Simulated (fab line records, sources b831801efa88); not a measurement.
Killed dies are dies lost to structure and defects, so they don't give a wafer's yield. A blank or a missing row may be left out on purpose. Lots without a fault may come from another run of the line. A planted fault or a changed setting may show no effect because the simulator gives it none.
fab line records | flow sky130
record lots=7 wafers=21 last_day=50
route steps=708 shown METAL5@669 PASSIVATION@681 PAD_OPEN@708
lots that met no fault: from a run of the same line without faults
start_h: hours from the record's first day to the start of the lot's first wafer shown | wait_h: hours since the lot's step before | " the same as in the row above | L1.1+2: a row that stands for several wafers | - no value, or no start given | * or withheld: withheld | < > ~ a bound
route shown NAME@n: a module of which the file shows steps, and the number in the route of the first | usual: mean/standard deviation of fault-free wafers | same: alike in all rows | chamber/n: place in a boat | sites: the reading at each site | _std_site: their standard deviation | _edge_site: outer sites' mean less inner sites' | radius_mm: how far each site lies from the wafer's centre | mask NAME#n: copy n | behind: the tool/chamber that last shaped the wafer | hold: why the lot was held/for how many hours/how that ended | device: the transistor (n, p or np) that didn't switch | end of line: the same wafers' tests at the end of the route | a step without rows: its recipe alone | killed: dies lost to structure and defects at the first sort, not the wafer's yield | map: a wafer's dies, x killed, . not, _ none there
set.NAME: the setting as run; set.NAME@STEP: as run at that earlier step | model.NAME: the simulator's own value behind a step, which no gauge read
lots at some steps of the route; a table a step, a row a wafer
services: from which hour (start_h, from the record's first day; less than 0 if before it) a tool's chamber was out of use, for how many hours, and why
## steps
# step SKY_METAL5_HMDS_08
# recipe prime_time_s=60 prime_temp_c=120
# step SKY_METAL5_COAT_09
# recipe resist=NOVOLAK spin_rpm=3000 resist_thk_nm=1800
# step SKY_METAL5_SOFTBAKE_10
# recipe temp_c=90 time_s=60 resist=NOVOLAK
# step SKY_METAL5_EXPOSE_11
# recipe mask_id=MM5 na=0.6 source_shape=conventional sigma_outer=0.6 polarization=unpolarized target_cd_nm=1600 dose_mj=190
# step SKY_METAL5_PEB_12
# recipe temp_c=withheld time_s=* resist=NOVOLAK
# step SKY_METAL5_DEVELOP_13
# recipe resist=NOVOLAK developer=TMAH develop_time_s=60 dev_temp_c=23
# step SKY_METAL5_DESCUM_14
# recipe chemistry=O2 source_power_w=150 bias_power_w=0 pressure_mtorr=10 temp_c=40 time_s=11
# usual drypump_motor_current_A=6.1/0.4 oes_product_au=1.001/0.012
# columns lot.wafer tool chamber start_h wait_h drypump_motor_current_A oes_product_au rf_hours_counter_h
L417.1 rie_metal-04 1 1099.41 0.1 5.9 0.983 5
L417.3 " 1 " " 5.9 0.997 -
L417.5 " 0 " " 5.4 1.012 -
L419.1 rie_metal-04 0 1110.19 0.1 5.3 1.005 28
L419.2 " 1 " " 5.9 1.005 5
L419.5 " 1 " " 5.9 0.994 -
L421.2 rie_metal-01 1 1114.86 0.1 6.5 1.006 16
L421.5 " 1 " " 6.5 1.016 -
L421.6 " 0 " " 6.4 0.994 -
L422.4 rie_metal-01 1 1128.55 0.1 6.5 1.009 -
L422.5 " 0 " " 6.4 0.994 -
L422.6 " 1 " " 6.5 1.016 -
L423.1 rie_metal-04 0 1132.66 0.1 5.4 1.002 30
L423.3 " 1 " " 6.0 0.986 -
L423.5 " 1 " " 5.9 1.000 -
L424.2 rie_metal-02 0 1136.66 0.1 5.5 0.988 18
L424.4 " 0 " " 5.5 0.991 -
L424.5 " 1 " " 6.0 1.001 -
L430.2 rie_metal-04 0 1160.56 0.1 5.4 0.988 2
L430.4 " 0 " " 5.4 0.992 -
L430.5 " 0 " " 5.4 0.991 -
# step SKY_METAL5_METAL_ETCH_15
# recipe target_depth_a=12600 stop_on=SiO2 over_etch_frac=0.2 time_s=252 chemistry=Cl2/BCl3 resist_sidewall_deg=86 pressure_mtorr=10 icp_w=900 bias_w=48.5 Cl2_flow_sccm=60 bcl3_flow_sccm=30
# usual bcl3_flow_sccm=29.99/0.092 drypump_motor_current_A=6.1/0.4 oes_product_au=0.893/0.0053 throttle_valve_pct=22.265/0.0084
# columns lot.wafer tool chamber start_h wait_h bcl3_flow_sccm drypump_motor_current_A oes_product_au rf_hours_counter_h throttle_valve_pct
L417.1 rie_metal-04 1 1099.45 0.0 29.94 5.9 0.883 5 22.268
L417.3 " 1 " " 30.13 5.9 0.887 - 22.268
L417.5 " 0 " " 29.95 5.4 0.896 - 22.267
L419.1 rie_metal-04 0 1110.23 0.0 29.95 5.4 0.894 28 22.263
L419.2 " 1 " " 29.92 5.9 0.894 5 22.258
L419.5 " 1 " " 29.86 5.9 0.898 - 22.260
L421.2 rie_metal-01 1 1114.90 0.0 30.07 6.5 0.893 16 22.254
L421.5 " 1 " " 30.01 6.5 0.894 - 22.247
L421.6 " 0 " " 30.01 6.4 0.889 - 22.257
L422.4 rie_metal-01 1 1128.65 0.1 30.01 6.5 0.897 - 22.276
L422.5 " 0 " " 30.07 6.4 0.894 - 22.269
L422.6 " 1 " " 30.21 6.5 0.894 - 22.265
L423.1 rie_metal-04 0 1132.70 0.0 29.97 5.4 0.895 30 22.262
L423.3 " 1 " " 30.04 5.9 0.904 - 22.244
L423.5 " 1 " " 29.90 5.9 0.893 - 22.259
L424.2 rie_metal-02 0 1136.70 0.0 29.75 5.5 0.897 19 22.245
L424.4 " 0 " " 29.80 5.5 0.895 - 22.277
L424.5 " 1 " " 30.02 5.9 0.889 - 22.271
L430.2 rie_metal-04 0 1160.60 0.0 29.93 5.4 0.892 2 22.264
L430.4 " 0 " " 29.87 5.4 0.884 - 22.261
L430.5 " 0 " " 29.98 5.3 0.903 - 22.262
# step SKY_METAL5_STRIP_16
# recipe chemistry=O2/N2 power_w=1400 pressure_mtorr=1500 platen_temp_c=withheld o2_flow_sccm=3000 n2_flow_sccm=300 overash_fraction=0.5
# usual drypump_motor_current_A=5.9/0.36 oes_product_au=0.710/0.0044 strip_time_to_endpoint_s=13.03/0.16
# columns lot.wafer tool chamber start_h wait_h drypump_motor_current_A oes_product_au rf_hours_counter_h strip_time_to_endpoint_s
L417.1 plasma_asher-03 0 1099.68 0.2 5.5 0.712 4 13.09
L417.3 " 1 " " 5.6 0.708 - 13.11
L417.5 " 1 " " 5.6 0.712 - 12.91
L419.1 plasma_asher-02 0 1110.46 0.2 5.7 0.703 67 12.92
L419.2 " 1 " " 6.3 0.708 67 12.99
L419.5 " 0 " " 5.7 0.713 - 13.04
L421.2 plasma_asher-02 0 1115.13 0.2 5.8 0.710 68 12.84
L421.5 " 1 " " 6.2 0.707 - 12.88
L421.6 " 0 " " 5.7 0.709 - 13.23
L422.4 plasma_asher-02 0 1128.84 0.1 5.7 0.712 - 12.84
L422.5 " 0 " " 5.7 0.712 - 13.25
L422.6 " 1 " " 6.2 0.715 - 12.80
L423.1 plasma_asher-04 0 1132.93 0.2 6.0 0.709 97 13.03
L423.3 " 1 " " 6.4 0.714 - 13.07
L423.5 " 0 " " 5.9 0.711 - 13.14
L424.2 plasma_asher-04 0 1136.93 0.2 5.9 0.705 98 13.19
L424.4 " 0 " " 5.9 0.713 - 13.16
L424.5 " 0 " " 5.9 0.711 - 12.96
L430.2 plasma_asher-03 0 1160.83 0.2 5.5 0.706 7 13.19
L430.4 " 1 " " 5.6 0.720 - 13.28
L430.5 " 0 " " 5.5 0.709 - 13.30
# step SKY_METAL5_STRIP_17
# recipe chemistry=post_etch_residue_remover time_s=1200 temp_c=72.5
# step SKY_METAL5_CLEAN_18
# recipe chemistry=IPA time_s=180 temp_c=25
# step SKY_METAL5_CLEAN_19
# recipe chemistry=O3/DIW dry=n2_spin
# step SKY_PASSIVATION_CVD_00
# recipe material=SiO2 target_thk_nm=90 temp_c=400 time_s=withheld rf_w=600
# usual heater_power_w=694/96 susceptor_temp_C=399.95/0.23
# columns lot.wafer tool chamber start_h wait_h heater_power_w susceptor_temp_C
L417.1 pecvd-01 2 1100.27 0.0 721 399.95
L417.3 " 0 " " 619 400.27
L417.5 " 1 " " 753 400.14
L419.1 pecvd-04 0 1111.05 0.0 682 400.03
L419.2 " 1 " " 907 399.98
L419.5 " 1 " " 885 399.74
L421.2 pecvd-04 1 1115.91 0.0 824 400.36
L421.5 " 0 " " 727 399.97
L421.6 " 1 " " 847 400.32
L422.4 pecvd-02 2 1129.49 0.0 634 400.16
L422.5 " 1 " " 726 400.15
L422.6 " 0 " " 495 399.89
L423.1 pecvd-04 0 1133.53 0.0 651 399.85
L423.3 " 2 " " 741 399.90
L423.5 " 2 " " 786 399.77
L424.2 pecvd-04 2 1137.62 0.0 760 399.69
L424.4 " 2 " " 782 399.88
L424.5 " 0 " " 717 400.04
L430.2 pecvd-01 0 1161.94 0.0 640 399.98
L430.4 " 0 " " 640 399.99
L430.5 " 1 " " 729 400.15
# step SKY_PASSIVATION_THK_MEAS_01
# recipe reads=SiO2_of_PASSIVATION_CVD_00
# usual PASSIVATION_CVD_00_THK=90.3/1.4
# columns lot.wafer tool chamber start_h wait_h PASSIVATION_CVD_00_THK[nm]
L417.1 film_metro-01 - 1100.29 - 87.3
L417.3 " - " " 89.8
L417.5 " - " " 89.1
L419.1 film_metro-03 - 1111.07 - 89.6
L419.2 " - " " 92.3
L419.5 " - " " 93.6
L421.2 film_metro-01 - 1115.94 - 86.0
L421.5 " - " " 86.2
L421.6 " - " " 87.5
L422.4 film_metro-03 - 1129.53 - 93.6
L422.5 " - " " 92.9
L422.6 " - " " 91.5
L423.1 film_metro-03 - 1133.56 - 85.7
L423.3 " - " " 84.5
L423.5 " - " " 86.3
L424.2 film_metro-04 - 1137.65 - 84.6
L424.4 " - " " 86.4
L424.5 " - " " 86.4
L430.2 film_metro-04 - 1161.97 - 89.9
L430.4 " - " " 91.6
L430.5 " - " " 91.7
# step SKY_PASSIVATION_CVD_02
# recipe material=Si3N4 target_thk_nm=540 temp_c=400 time_s=withheld rf_w=450
# usual heater_power_w=716/80 susceptor_temp_C=400.03/0.24
# columns lot.wafer tool chamber start_h wait_h heater_power_w susceptor_temp_C
L417.1 pecvd-04 1 1100.35 0.1 831 400.21
L417.3 " 0 " " 813 399.61
L417.5 " 1 " " 883 400.14
L419.1 pecvd-02 1 1111.13 0.1 703 399.86
L419.2 " 2 " " 726 400.03
L419.5 " 1 " " 751 400.03
L421.2 pecvd-02 2 1115.99 0.0 664 400.08
L421.5 " 2 " " 677 399.86
L421.6 " 0 " " 628 399.90
L422.4 pecvd-01 2 1129.68 0.1 782 399.86
L422.5 " 0 " " 739 399.81
L422.6 " 1 " " 809 399.62
L423.1 pecvd-02 0 1133.62 0.1 660 400.20
L423.3 " 2 " " 702 400.23
L423.5 " 0 " " 680 399.93
L424.2 pecvd-02 2 1137.70 0.0 669 399.99
L424.4 " 1 " " 726 400.42
L424.5 " 0 " " 620 399.94
L430.2 pecvd-04 2 1162.02 0.0 696 399.86
L430.4 " 2 " " 729 400.27
L430.5 " 1 " " 861 400.22
# step SKY_PAD_OPEN_PROBE_99
# usual killed_at_M0_to_M3=43/6.3 killed_at_M4_up=3.0/1.6 killed_at_contacts=25/5 killed_at_front_end=15/4.4 killed_at_other=0.3/0.8 killed_dies=85/8.7 killed_open=47/6.9 killed_short=38/6.3
# same gross_dies=492 killed_at_back_side=0
# columns lot.wafer tool chamber start_h wait_h killed_at_M0_to_M3 killed_at_M4_up killed_at_contacts killed_at_front_end killed_at_other killed_dies killed_open killed_short model.etest.via4_chain.rc_ohm
L417.1 prober-02 - 1142.81 0.1 30 1 26 10 0 67 31 36 0.8366
L417.3 prober-02 - 1142.91 0.2 57 1 29 21 0 108 53 55 0.7549
L417.5 prober-02 - 1143.01 0.2 41 2 33 7 0 83 48 35 0.8066
L419.1 prober-01 - 1153.37 0.1 43 6 16 13 0 78 33 45 0.7751
L419.2 prober-01 - 1153.42 0.1 46 4 17 12 0 79 49 30 0.813
L419.5 prober-01 - 1153.57 0.2 45 3 30 15 0 93 55 38 0.7895
L421.2 prober-01 - 1157.22 0.1 52 1 19 19 0 91 53 38 0.8429
L421.5 prober-01 - 1157.37 0.2 33 2 27 9 0 71 45 26 0.758
L421.6 prober-01 - 1157.42 0.2 39 1 30 16 0 86 53 33 0.8116
L422.4 prober-01 - 1167.93 0.2 38 4 28 13 4 87 49 34 0.804
L422.5 prober-01 - 1167.98 0.2 45 5 32 16 0 98 51 47 0.7932
L422.6 prober-01 - 1168.03 0.2 44 2 25 16 0 87 42 45 0.7655
L423.1 prober-01 - 1171.81 0.1 43 6 26 10 0 85 47 36 0.792
L423.3 prober-01 - 1171.91 0.2 34 6 26 11 0 77 41 35 0.8152
L423.5 prober-01 - 1172.01 0.2 46 3 19 10 0 78 47 29 0.8001
L424.2 prober-01 - 1175.83 0.1 57 4 26 10 0 97 58 36 0.8129
L424.4 prober-01 - 1175.93 0.2 43 5 22 11 0 81 45 33 0.8729
L424.5 prober-01 - 1175.98 0.2 38 7 28 16 11 100 51 35 0.8636
L430.2 prober-02 - 1196.63 0.1 35 5 23 24 0 87 49 38 0.7762
L430.4 prober-02 - 1196.73 0.2 50 2 18 17 1 88 37 50 0.7764
L430.5 prober-02 - 1196.78 0.2 36 3 13 12 0 64 37 27 0.7958
# killed by level:class
L417.1 CONTACT:geometric_particle:open=10 CONTACT:geometric_particle:short=6 VIA2:geometric_particle:short=6 FIELD_ISO:geometric_particle:short=5 VIA1:geometric_particle:short=5 VIA1:geometric_particle:open=5 LOCAL_INTERCONNECT:geometric_particle:open=4 LI_CONTACT:geometric_particle:open=3
L417.3 VIA3:geometric_particle:open=11 VIA2:geometric_particle:open=10 METAL2:geometric_particle:short=9 POLY_GATE:geometric_particle:open=7 CONTACT:geometric_particle:short=7 LI_CONTACT:geometric_particle:open=7 VIA2:geometric_particle:short=7 CONTACT:geometric_particle:open=6
L417.5 LI_CONTACT:geometric_particle:open=12 VIA2:geometric_particle:open=10 CONTACT:geometric_particle:open=9 LOCAL_INTERCONNECT:geometric_particle:short=8 VIA1:geometric_particle:open=7 VIA1:geometric_particle:short=5 CONTACT:geometric_particle:short=4 VIA3:geometric_particle:open=4
L419.1 VIA2:geometric_particle:open=7 VIA1:geometric_particle:open=7 VIA3:geometric_particle:open=6 METAL1:geometric_particle:short=5 METAL4:geometric_particle:short=5 FIELD_ISO:geometric_particle:short=4 CONTACT:geometric_particle:short=4 LOCAL_INTERCONNECT:geometric_particle:short=4
L419.2 VIA2:geometric_particle:open=11 VIA1:geometric_particle:open=9 METAL2:geometric_particle:short=7 CONTACT:geometric_particle:open=6 VIA3:geometric_particle:open=6 LI_CONTACT:geometric_particle:open=5 POLY_GATE:geometric_particle:open=4 CONTACT:geometric_particle:short=4
L419.5 VIA1:geometric_particle:open=12 CONTACT:geometric_particle:open=10 CONTACT:geometric_particle:short=8 VIA2:geometric_particle:open=7 LI_CONTACT:geometric_particle:open=7 LOCAL_INTERCONNECT:geometric_particle:short=5 VIA3:geometric_particle:open=5 FIELD_ISO:geometric_particle:open=4
L421.2 VIA1:geometric_particle:open=12 METAL1:geometric_particle:short=8 VIA2:geometric_particle:open=8 CONTACT:geometric_particle:open=7 METAL2:geometric_particle:short=6 FIELD_ISO:geometric_particle:open=5 LI_CONTACT:geometric_particle:open=5 VIA3:geometric_particle:open=5
L421.5 CONTACT:geometric_particle:open=13 LI_CONTACT:geometric_particle:open=6 VIA1:geometric_particle:open=6 CONTACT:geometric_particle:short=4 METAL1:geometric_particle:short=4 VIA2:geometric_particle:open=4 METAL2:geometric_particle:short=4 VIA3:geometric_particle:open=4
L421.6 CONTACT:geometric_particle:open=13 VIA1:geometric_particle:open=9 FIELD_ISO:geometric_particle:open=8 LOCAL_INTERCONNECT:geometric_particle:short=6 CONTACT:geometric_particle:short=6 VIA2:geometric_particle:open=6 VIA3:geometric_particle:open=6 POLY_GATE:geometric_particle:open=4
L422.4 VIA1:geometric_particle:open=10 CONTACT:geometric_particle:open=9 LI_CONTACT:geometric_particle:open=8 VIA2:geometric_particle:open=6 VIA3:geometric_particle:open=6 VIA1:geometric_particle:short=5 LI_CONTACT:geometric_particle:short=4 CONTACT:geometric_particle:short=4
L422.5 VIA1:geometric_particle:open=14 CONTACT:geometric_particle:open=9 VIA3:geometric_particle:open=7 LI_CONTACT:geometric_particle:open=7 LOCAL_INTERCONNECT:geometric_particle:short=7 METAL1:geometric_particle:short=6 METAL2:geometric_particle:short=6 POLY_GATE:geometric_particle:short=5
L422.6 LI_CONTACT:geometric_particle:open=8 VIA1:geometric_particle:open=8 CONTACT:geometric_particle:open=7 METAL1:geometric_particle:short=7 VIA3:geometric_particle:open=7 METAL2:geometric_particle:short=6 FIELD_ISO:geometric_particle:short=5 POLY_GATE:geometric_particle:short=5
L423.1 LI_CONTACT:geometric_particle:open=8 VIA1:geometric_particle:open=8 VIA2:geometric_particle:open=8 CONTACT:geometric_particle:open=7 VIA1:geometric_particle:short=7 METAL1:geometric_particle:short=6 CONTACT:geometric_particle:short=5 VIA3:geometric_particle:open=5
L423.3 CONTACT:geometric_particle:open=10 LI_CONTACT:geometric_particle:short=6 VIA3:geometric_particle:open=6 METAL1:geometric_particle:short=6 VIA3:geometric_particle:short=5 POLY_GATE:geometric_particle:open=4 VIA2:geometric_particle:open=4 VIA1:geometric_particle:open=4
L423.5 VIA1:geometric_particle:open=12 LI_CONTACT:geometric_particle:open=8 VIA3:geometric_particle:open=7 VIA1:geometric_particle:short=6 CONTACT:geometric_particle:open=4 POLY_GATE:geometric_particle:open=3 METAL1:geometric_particle:short=3 VIA2:geometric_particle:short=3
L424.2 VIA1:geometric_particle:open=18 LI_CONTACT:geometric_particle:open=12 VIA1:geometric_particle:short=6 CONTACT:geometric_particle:open=6 METAL2:geometric_particle:short=6 VIA3:geometric_particle:open=6 METAL1:geometric_particle:short=5 VIA2:geometric_particle:short=5
L424.4 VIA1:geometric_particle:open=12 CONTACT:geometric_particle:open=10 VIA1:geometric_particle:short=5 METAL1:geometric_particle:short=5 VIA2:geometric_particle:open=5 METAL2:geometric_particle:short=4 VIA3:geometric_particle:short=4 VIA3:geometric_particle:open=4
L424.5 VIA1:geometric_particle:open=11 LI_CONTACT:geometric_particle:open=11 PAD_OPEN:area_etch=11 METAL1:geometric_particle:short=8 CONTACT:geometric_particle:open=7 POLY_GATE:geometric_particle:open=5 VIA3:geometric_particle:open=5 FIELD_ISO:geometric_particle:open=3
L430.2 CONTACT:geometric_particle:open=10 FIELD_ISO:geometric_particle:short=9 VIA1:geometric_particle:open=8 FIELD_ISO:geometric_particle:open=6 VIA3:geometric_particle:open=6 POLY_GATE:geometric_particle:open=4 LI_CONTACT:geometric_particle:open=4 METAL1:geometric_particle:short=4
L430.4 METAL2:geometric_particle:short=12 VIA3:geometric_particle:open=10 FIELD_ISO:geometric_particle:short=9 VIA2:geometric_particle:open=7 CONTACT:geometric_particle:open=7 VIA1:geometric_particle:open=7 METAL1:geometric_particle:short=5 LOCAL_INTERCONNECT:geometric_particle:short=4
L430.5 VIA1:geometric_particle:open=11 CONTACT:geometric_particle:open=7 VIA3:geometric_particle:open=6 FIELD_ISO:geometric_particle:open=5 LI_CONTACT:geometric_particle:short=4 METAL2:geometric_particle:short=4 VIA1:geometric_particle:short=4 VIA2:geometric_particle:open=3
## services
# columns tool chamber start_h hours kind
pecvd-04 - 1082.36 1.0 repair
plasma_asher-04 - 1091.17 0.9 repair
pecvd-01 - 1109.94 1.6 repair
plasma_asher-03 - 1114.93 28.1 pm
pecvd-04 0 1116.87 5.5 scheduled_down
rie_metal-04 0 1133.08 - clean
rie_metal-04 0 1133.08 - consumable_replace:focus_ring
rie_metal-04 0 1133.08 12.7 scheduled_down
rie_metal-04 0 1133.08 12.7 vent_cycle
plasma_asher-02 - 1133.86 3.2 repair
rie_metal-02 - 1151.84 14.6 pm
## key
first_sign step=SKY_PASSIVATION_THK_MEAS_01 reading=PASSIVATION_CVD_00_THK direction=down sigmas=3.2 usual=90.3 struck=86.0
effect none on later readings
model_effect step=SKY_PAD_OPEN_PROBE_99 value=etest.via4_chain.rc_ohm without=0.8107 struck=0.8188
met_at SKY_PASSIVATION_CVD_00
struck_wafers L421.2,L421.5,L421.6,L423.1,L423.3,L423.5,L424.2,L424.4,L424.5
tester_left_out L423,L424
baseline_loss step=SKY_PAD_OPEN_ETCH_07 wafers=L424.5
onset_between 1111.05 1115.91
earlier_fault kind=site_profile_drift tool=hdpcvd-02 chamber=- onset_h=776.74 steps=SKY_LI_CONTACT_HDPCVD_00 basis=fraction max_abs_drift=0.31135 slope_share_per_hr=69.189 site_pattern=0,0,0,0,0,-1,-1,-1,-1
earlier_fault kind=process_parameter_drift tool=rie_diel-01 chamber=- onset_h=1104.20 steps=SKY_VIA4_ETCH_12 channel=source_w offset=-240 shape=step acts_in=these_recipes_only stated=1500
fault kind=site_profile_drift tool=pecvd-04 chamber=- onset_h=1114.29 steps=SKY_PASSIVATION_CVD_00 basis=fraction max_abs_drift=0.12372 slope_share_per_hr=61.86 site_pattern=0,0,0,0,0,-1,-1,-1,-1
# tester_left_out: of these lots the tester's yield and bins aren't shown, on N5 and GAA mostly nor the transistor test; their killed dies are dies lost to structure and defects alone, not to doping, threshold or leakage, so they don't give the yield
# baseline_loss: these wafers lose ten dies or more at that step, a loss of the line's own and not of a fault; the sort's usual values leave them out
